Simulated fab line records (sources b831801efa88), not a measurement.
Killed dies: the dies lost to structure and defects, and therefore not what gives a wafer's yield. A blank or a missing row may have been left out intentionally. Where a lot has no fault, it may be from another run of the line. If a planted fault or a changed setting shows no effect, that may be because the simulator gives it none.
Code-filled problem report in 8D (eight disciplines) form + flow sky130 + the parts of the form that need people (team, actions taken, sign-off) are left out

## 1. WHAT WENT WRONG
Wafers with no fault read 3000.0 W with a standard deviation of 0.51, whereas cathode_dc_power_W at SKY_METAL1_SPUTTER_00 reads a mean of 2455.5 W on 1 wafer of 1 lot. So: -99 or more standard deviations from the usual mean.
The step: material Ti, target thk 15 nm, time 10 s.
First seen on wafer L695.4, day 37 14:31, on pvd_sputter-04. The record has a number at this step for 33 wafers belonging to 11 lots. Rule for "out", or "out of limits": more than 4 standard deviations from the usual mean. The rest of the wafers with a number are treated as sound.

## 2. WHAT IT IS; WHAT IT IS NOT
| question                    | is                 | is not                                                              |
|-----------------------------|--------------------|---------------------------------------------------------------------|
| which readings at this step | cathode_dc_power_W | throttle_valve_pct                                                  |
| which lots                  | L695               | L677, L679, L681, L682, L683, L684, L685, L687, L691, L699          |
| which wafers of those lots  | L695.4             | L695.1, L695.2                                                      |
| read on which tools         | pvd_sputter-04     | pvd_sputter-01, pvd_sputter-02                                      |
| when                        | from day 37 14:31  | up to then (29 sound wafers); but 3 sound wafers of L699 came after |

## 3. SUSPECTS, AND WHAT RULES EACH OUT
Counting: if a tool at a process step up to the reading ran every lot that is out, it stays a suspect. Sound lots after the first of them don't rule it out here, since some wafers of a struck lot are sound.
- rie_metal-03 at SKY_LOCAL_INTERCONNECT_METAL_ETCH_14 (etches TiN in Cl2/BCl3, stops on PSG, target depth 110 nm, time 31.4 s): kept. It processed L695, the lot that is out, at day 36 08:59, and its most recent sound lot before then was L681 at day 32 08:58.
- plasma_asher-04 at SKY_CONTACT_STRIP_19 (strips in O2/N2): kept. It processed L695, the lot that is out, at day 37 13:15, and its most recent sound lot before then was L691 at day 36 11:25.
- pvd_sputter-04 at SKY_METAL1_SPUTTER_00 (material Ti, target thk 15 nm, time 10 s): kept. It processed L695, the lot that is out, at day 37 14:31, and its most recent sound lot before then was L691 at day 36 12:43. On those wafers its own readings are out: cathode_dc_power_W.
Still standing after the count: rie_metal-03 at SKY_LOCAL_INTERCONNECT_METAL_ETCH_14, plasma_asher-04 at SKY_CONTACT_STRIP_19, pvd_sputter-04 at SKY_METAL1_SPUTTER_00.

## 4. THE CAUSE (what the simulator had put in)
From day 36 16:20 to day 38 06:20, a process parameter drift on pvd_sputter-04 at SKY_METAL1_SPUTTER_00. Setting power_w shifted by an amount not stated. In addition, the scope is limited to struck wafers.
3 suspects survive the count, and this tool is in that group.

## 5. THE EFFECT CHAIN, in route order
One row per reading whose mean, taken over the struck wafers that have a number, lies over 3 standard deviations from the usual. Scope: only readings with a usual standard deviation given in the record; hours: median across lots of the time from each lot's start at the first step in this table that gives one to its start at this step; sigmas: change in usual standard deviations.
| hours | step                  | reading            | usual    | on struck wafers | change | sigmas      |
|-------|-----------------------|--------------------|----------|------------------|--------|-------------|
| 0     | SKY_METAL1_SPUTTER_00 | cathode_dc_power_W | 3000.0 W | 2455.5           | -544.5 | -99 or more |
| 302   | SKY_PAD_OPEN_PROBE_99 | killed_at_other    | 0.3      | 3.0              | +2.7   | +4.6        |
Here are the process steps it includes:
- SKY_METAL1_SPUTTER_00: material Ti, target thk 15 nm, time 10 s.
- SKY_PAD_OPEN_PROBE_99

## 6. HOW IT WOULD HAVE BEEN CAUGHT EARLIER
First out-of-limits reading in this record: day 37 14:31, which is 22 hours after fault onset at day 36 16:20.
